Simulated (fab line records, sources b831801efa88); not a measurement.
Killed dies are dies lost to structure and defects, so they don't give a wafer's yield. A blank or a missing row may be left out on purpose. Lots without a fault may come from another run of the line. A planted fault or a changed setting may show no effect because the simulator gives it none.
Problem report in the 8D (eight disciplines) form, filled by code | flow sky130 | the parts of the form that need people (team, actions taken, sign-off) are left out

1. THE PROBLEM
dose_ions_cm2 at SKY_LDD_LDN_IMPLANT_08 reads a mean of 1.2786e+13 on 6 wafers of 2 lots; wafers without a fault read 1.2499e+13 with a standard deviation of 1.3e+10. That is +22 standard deviations from the usual mean.
First seen on wafer L904.1, day 25 16:34, on implanter-04. The record holds 39 wafers of 13 lots with a number at this step. Rule for "out", or "out of limits": more than 4 standard deviations from the usual mean. The other wafers with a number count as sound.

2. WHAT IT IS AND WHAT IT IS NOT
question                    | is                     | is not
which readings at this step | dose_ions_cm2          | -
which lots                  | L904, L906             | L896, L899, L907, L909, L910, L911, L912, L914, L916, L918, L919
which wafers of those lots  | all that have a number | -
read on which tools         | implanter-04           | implanter-01, implanter-02
when                        | from day 25 16:34      | up to then (6 sound wafers); but 27 sound wafers of L907, L909, L910, L911, L912, L914, L916, L918, L919 came after

3. SUSPECTS, AND WHAT RULES EACH OUT
Counting: a tool at a process step up to the reading stays a suspect if it ran every lot that is out and no sound lot after the first of them.
- plasma_asher-03 at SKY_LDD_HVP_STRIP_09 (strips in O2/N2): ruled out as a lasting fault. Sound lots L916 ran on it after its first lot that is out, L904 (day 24 11:34).
- implanter-04 at SKY_LDD_LDN_IMPLANT_08: ruled out as a lasting fault. Sound lots L918 ran on it after its first lot that is out, L904 (day 25 16:34).
Left after counting: nothing in the record.

4. THE CAUSE (what the simulator had put in)
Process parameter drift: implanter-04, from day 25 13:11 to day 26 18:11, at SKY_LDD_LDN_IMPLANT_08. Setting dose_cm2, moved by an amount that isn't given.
Counting ruled it out, wrongly.

5. THE CHAIN OF EFFECTS, in route order
Each row: a reading whose mean over the struck wafers that have a number lies more than 3 standard deviations from the usual. Only readings for which the record gives a usual standard deviation are gone through. hours: the time from each lot's start at the first step in this table that gives one to its start at this step, as a median over the lots. sigmas: the change in usual standard deviations.
hours | step                   | reading       | usual      | on struck wafers | change      | sigmas
0     | SKY_LDD_LDN_IMPLANT_08 | dose_ions_cm2 | 1.2499e+13 | 1.2786e+13       | +2.8700e+11 | +22
The process steps in it:
- SKY_LDD_LDN_IMPLANT_08

6. WHAT WOULD HAVE CAUGHT IT SOONER
In this record the first reading out of limits was taken at day 25 16:34, 3 hours after the fault began at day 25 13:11.
